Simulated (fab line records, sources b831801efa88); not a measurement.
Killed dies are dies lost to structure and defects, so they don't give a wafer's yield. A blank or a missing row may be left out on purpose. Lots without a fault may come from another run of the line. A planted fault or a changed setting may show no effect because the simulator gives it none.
One fault seen from 2 desks | flow gf180mcu | each desk has only its own numbers; what lay behind them comes last

THE METROLOGY DESK
What the gauges read, lot by lot, whatever tool the lot ran on: means of the sampled wafers that have a number. A lot is out of limits, marked OUT, if its mean lies more than 4 standard deviations from the usual mean; the brackets give that distance.
Columns: A = V1_CVD_02_THK at GF_V1_THK_MEAS_03, usual 849 nm
lot  | first seen here | A
L233 | day 16 22:35    | 852
L235 | day 17 19:59    | 871
L236 | day 18 09:22    | 849
L237 | day 18 14:05    | 847
L239 | day 19 10:41    | 844
L246 | day 22 14:52    | 662 (-14) OUT
L248 | day 22 20:56    | 839
L249 | day 23 02:47    | 845
L250 | day 23 09:20    | 849
L252 | day 24 01:23    | 853
L255 | day 25 03:05    | 863
L256 | day 25 07:16    | 865
This desk's finding: out of limits on L246; first on L246, day 22 14:52 (V1_CVD_02_THK at GF_V1_THK_MEAS_03). In limits: L233, L235, L236, L237, L239, L248, L249, L250, L252, L255, L256.

THE TOOL OWNER'S DESK: pecvd-03
The tool's own readings at GF_V1_CVD_02 (deposits SiO2 from TEOS, target thk 850 nm, time 94.851 s): means of the sampled wafers that have a number, for each lot that ran on this tool. A lot is out of limits, marked OUT, if its mean lies more than 4 standard deviations from the usual mean; the brackets give that distance.
Columns: A = heater_power_w at GF_V1_CVD_02, usual 627 W; B = rf_fwd_power_W at GF_V1_CVD_02, usual 596.4 W; C = run_length_s at GF_V1_CVD_02, usual 122.9 s
lot  | first seen here | A   | B     | C
L233 | day 16 22:30    | 621 | 597.4 | 123.0
L246 | day 22 14:47    | 666 | -     | 102.2 (-38) OUT
L255 | day 25 03:01    | 626 | 598.8 | 123.1
This desk's finding: out of limits on L246; first on L246, day 22 14:47 (run_length_s at GF_V1_CVD_02). In limits: L233, L255.

PUT TOGETHER
The tool owner's desk could have raised an alarm at day 22 14:47, on L246.
The metrology desk could have raised an alarm at day 22 14:52, on L246.
Of the lots named, all ran GF_V1_CVD_02 on pecvd-03.

WHAT THE SIMULATOR HAD PUT IN
Process parameter drift: pecvd-03, from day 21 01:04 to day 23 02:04, at GF_V1_CVD_02. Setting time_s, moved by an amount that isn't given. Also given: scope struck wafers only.
Lots struck among those shown: L246.
Hours from the fault's start to each desk's first reading out of limits: the tool owner's desk, 38; the metrology desk, 38.
